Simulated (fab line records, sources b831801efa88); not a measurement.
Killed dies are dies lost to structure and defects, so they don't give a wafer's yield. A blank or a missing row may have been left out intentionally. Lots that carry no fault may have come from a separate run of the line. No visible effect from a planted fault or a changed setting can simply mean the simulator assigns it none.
Struck lot and sound lot, side by side	flow sky130	32 steps out of a route of 708
Sound: the wafers L880.1, L880.4, L880.6. Wafers L889.1, L889.2, L889.4 were the ones struck. At the end, the cause is stated.
Order at every step that has rows: each side's tool, ch and its chambers, its first start. Under that, the readings that differ: sound wafers	struck wafers	difference of the means	sigmas: that difference in standard deviations of wafers without a fault.
alike: words and numbers the same on both sides, and readings whose means are apart by under 2 such deviations; not compared: readings that were withheld, readings missing a value for some wafer, numbers with overlapping values and no deviation given by the record, and bounds like >300 which may hide the same value.
A row with sigmas, a row that says differs or no value, or rows on one side alone: a step with any of these is where the two part. Non-overlapping numbers with no deviation appear without sigmas and do not part them. A reading missing from all wafers of one side parts the sides only when that side holds two or more wafers.

SKY_PWDE_OVL_MEAS_07:
  sound on overlay-02, day 3 23:42; struck on overlay-02, day 6 08:08
reading	sound	struck	difference	sigmas
PWDE_OVL (nm)	2.2 1.9 4.0	0.7 -3.1 0.7	-3.3	-3
following that, these wafers have no rows for 1 step: SKY_PWDE_IMPLANT_08.
SKY_PWDE_STRIP_09: strips in O2/N2.
  sound on plasma asher-01 ch 0, day 3 23:53; struck on plasma asher-04 ch 0,1, day 6 08:19
  alike: drypump motor current A, oes product au, strip time to endpoint s
  not compared: rf hours counter h
SKY_PWDE_TW_MEAS_10:
  sound on film metro-04, day 3 23:59; struck on film metro-02, day 6 08:25
  alike: PWDE_TW
then, 7 steps without rows for these wafers: SKY_NWELL_DEHYDRATE_03 (time 60 s); SKY_NWELL_HMDS_04 (prime time 60 s); SKY_NWELL_COAT_05 (resist thk 3000 nm); SKY_NWELL_SOFTBAKE_06; SKY_NWELL_EXPOSE_07 (exposes mask NWM, target cd 840 nm); SKY_NWELL_PEB_08; SKY_NWELL_DEVELOP_09 (develop time 60 s).
SKY_NWELL_OVL_MEAS_10:
  sound on overlay-02, day 4 15:50; struck on overlay-02, day 7 03:43
  alike: NWELL_00_OVL
SKY_NWELL_IMPLANT_11:
  sound on implanter-01 ch 0, day 4 15:52; struck on implanter-03 ch 0, day 7 04:04
then, 2 steps without rows for these wafers: SKY_NWELL_IMPLANT_12; SKY_NWELL_IMPLANT_13.
SKY_NWELL_STRIP_14: strips in O2/N2.
  sound on plasma asher-02 ch 0,1, day 4 16:19; struck on plasma asher-01 ch 0,1, day 7 04:31
reading	sound	struck	difference	sigmas
strip time to endpoint s (s)	37.09 37.04 36.96	36.78 36.87 36.80	-0.21	-2
  alike: drypump motor current A, oes product au
  not compared: rf hours counter h
SKY_NWELL_TW_MEAS_15:
  sound on film metro-03, day 4 16:25; struck on film metro-02, day 7 04:37
reading	sound	struck	difference	sigmas
NWELL_TW	1813 1825 1817	2298 2298 2307	+483	+37
then, 7 steps without rows for these wafers: SKY_NWELL_DEHYDRATE_16 (time 60 s); SKY_NWELL_HMDS_17 (prime time 60 s); SKY_NWELL_COAT_18 (resist thk 3000 nm); SKY_NWELL_SOFTBAKE_19; SKY_NWELL_EXPOSE_20 (exposes mask NWM COMPLEMENT, target cd 840 nm); SKY_NWELL_PEB_21; SKY_NWELL_DEVELOP_22 (develop time 60 s).
SKY_NWELL_OVL_MEAS_23:
  sound on overlay-01, day 5 10:04; struck on overlay-01, day 7 22:02
  alike: NWELL_01_OVL
following that, these wafers have no rows for 1 step: SKY_NWELL_IMPLANT_24.
SKY_NWELL_STRIP_25: strips in O2/N2.
  sound on plasma asher-04 ch 0,1, day 5 10:16; struck on plasma asher-04 ch 0,1, day 7 22:13
  alike: drypump motor current A, oes product au, strip time to endpoint s
  not compared: rf hours counter h
SKY_NWELL_TW_MEAS_26:
  sound on film metro-04, day 5 10:22; struck on film metro-03, day 7 22:19
  alike: NWELL_2_TW
then, 1 step without rows for these wafers: SKY_NWELL_CLEAN_27 (cleans in SC1/SC2, time 150 s).
SKY_NWELL_RTA_28: time 30 s.
  sound on rtp anneal-02 ch 0, day 5 10:28; struck on rtp anneal-01 ch 0, day 7 22:26
  alike: lamp power pct, wafer_temp_C_max
SKY_NWELL_RS_MEAS_29: a four-point-probe measurement.
  sound on film metro-02, day 5 10:34; struck on film metro-04, day 7 22:32
reading	sound	struck	difference	sigmas
NWELL_RS (ohm/sq)	626.7 626.3 626.0	428.7 429.0 429.9	-197.1	-99 or more
-- the record jumps here: 40 days lie between the struck wafers' starts before and after (it left off in module NWELL and takes up again in module PAD_OPEN, whose first step shown is number 708 of the route) --
SKY_PAD_OPEN_PROBE_99:
  sound on prober-01, day 45 13:37; struck on prober-01, day 48 10:15
reading	sound	struck	difference	sigmas
model.etest.nfet_16v.r on ohm um	1.364e+04 1.381e+04 1.376e+04	1.198e+04 1.202e+04 1.193e+04	-1.760e+03	
model.etest.pfet_16v.r on ohm um	1.512e+04 1.532e+04 1.527e+04	1.643e+04 1.637e+04 1.63e+04	+1.130e+03	
model.etest.res nwell.line ohm um	1195 1188 1192	697.6 695.9 698.5	-494.3	
model.etest.res nwell.rs ohm sq	994.5 999.1 996.6	634.9 631 624.9	-366.5	
model.etest.pfet g5v0d10v5.r on ohm um	4545 4606 4618	4833 4857 4829	+250	
model.etest.tip_p_5v.rs ohm sq	2838 2870 2848	2982 3021 2988	+145	
model.etest.res nwell.width nm (nm)	831.4 832.4 826.7	903 893.7 893.7	+67	
model.etest.res iso pwell.width nm (nm)	2667 2653 2651	2584 2586 2598	-68	
  alike: killed_at_M0_to_M3, killed_at_M4_up, killed at contacts, killed at front end, killed at other, killed dies, killed open, killed short

WHERE THEY PART
Earliest at SKY_PWDE_OVL_MEAS_07; latest, in this record, at SKY_NWELL_RS_MEAS_29. Later steps at which nothing parts them and some readings are alike: SKY_PAD_OPEN_PROBE_99.

WHY: what the simulator had put in
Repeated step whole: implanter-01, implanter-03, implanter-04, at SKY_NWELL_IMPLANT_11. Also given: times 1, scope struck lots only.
